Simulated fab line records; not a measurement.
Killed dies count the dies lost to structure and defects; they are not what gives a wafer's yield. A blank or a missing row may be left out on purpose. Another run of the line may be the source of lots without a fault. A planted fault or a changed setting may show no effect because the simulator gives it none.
Comparing a struck lot with a sound one -- flow gf180mcu -- 14 out of 602 route steps
Sound: wafers L909.1, L909.2, L909.3. Struck: wafers L911.1, L911.2, L911.4. At the end, the cause is stated.
Per side, at each step with rows, come the tool, then ch with its chambers, and then its first start. Under that, the readings that differ: sound wafers -- struck wafers -- difference of the means -- sigmas: that difference in standard deviations of wafers without a fault.
alike: words and numbers the same on both sides, and readings whose means are apart by under 2 such deviations; not compared: readings that were withheld, readings missing a value for some wafer, numbers with overlapping values and no deviation given by the record, and bounds like >300 which may hide the same value.
Wherever a step has rows on one side only, a row that says differs or no value, or a row with sigmas, the two part there. Numbers that don't overlap but have no deviation are shown without sigmas and don't part them. Lack of a reading on every wafer of one side parts them only where that side has two or more wafers.

first, 8 steps without rows for these wafers: GF_V4_DEHYDRATE_06 (time 60 s); GF_V4_HMDS_07 (prime time 60 s); GF_V4_COAT_08; GF_V4_COAT_09 (resist thk 1000 nm); GF_V4_SOFTBAKE_10 (time 60 s); GF_V4_EXPOSE_11 (exposes mask Via4, target cd 260 nm); GF_V4_PEB_12 (peb time 90 s); GF_V4_DEVELOP_13 (develop time 60 s).
GF_V4_CD_MEAS_14 targets a cd of 260 nm.
  sound on cd sem-01, day 28 13:05; struck on cd sem-02, day 29 04:53
  alike: cd nm
GF_V4_OVL_MEAS_15:
  sound on overlay-01, day 28 13:12; struck on overlay-02, day 29 05:01
  alike: V4_OVL
GF_V4_ETCH_16: etches BARC in N2/H2.
  sound on rie diel-01 ch 0,1,3, day 28 13:14; struck on rie diel-03 ch 0,1,3, day 29 05:02
  alike: drypump motor current A, oes product au, throttle valve pct
GF_V4_ETCH_17: etches SiO2 in C4F8/O2/Ar, stops on TiN, target depth 630 nm.
  sound: rie diel-01 ch 0,1,3; struck: rie diel-03 ch 0,1,3
  alike: oes product au
GF_V4_STRIP_18: strips in O2/N2.
  sound on plasma asher-02 ch 0,1, day 28 13:22; struck on plasma asher-01 ch 0,1, day 29 05:10
  no value came back on the struck wafers for chamber pressure mTorr (mTorr), drypump motor current A (A), heater power w (W), oes product au (a.u.); on the sound wafers chamber pressure mTorr (mTorr) reads 1502.5 1500.4 1498.7
  not compared: rf hours counter h
then, 1 step without rows for these wafers: GF_V4_STRIP_19 (strips in post etch residue remover, time 1200 s).

WHERE THEY PART
Only at GF_V4_STRIP_18, within this record.

WHY: what had been put in by the simulator
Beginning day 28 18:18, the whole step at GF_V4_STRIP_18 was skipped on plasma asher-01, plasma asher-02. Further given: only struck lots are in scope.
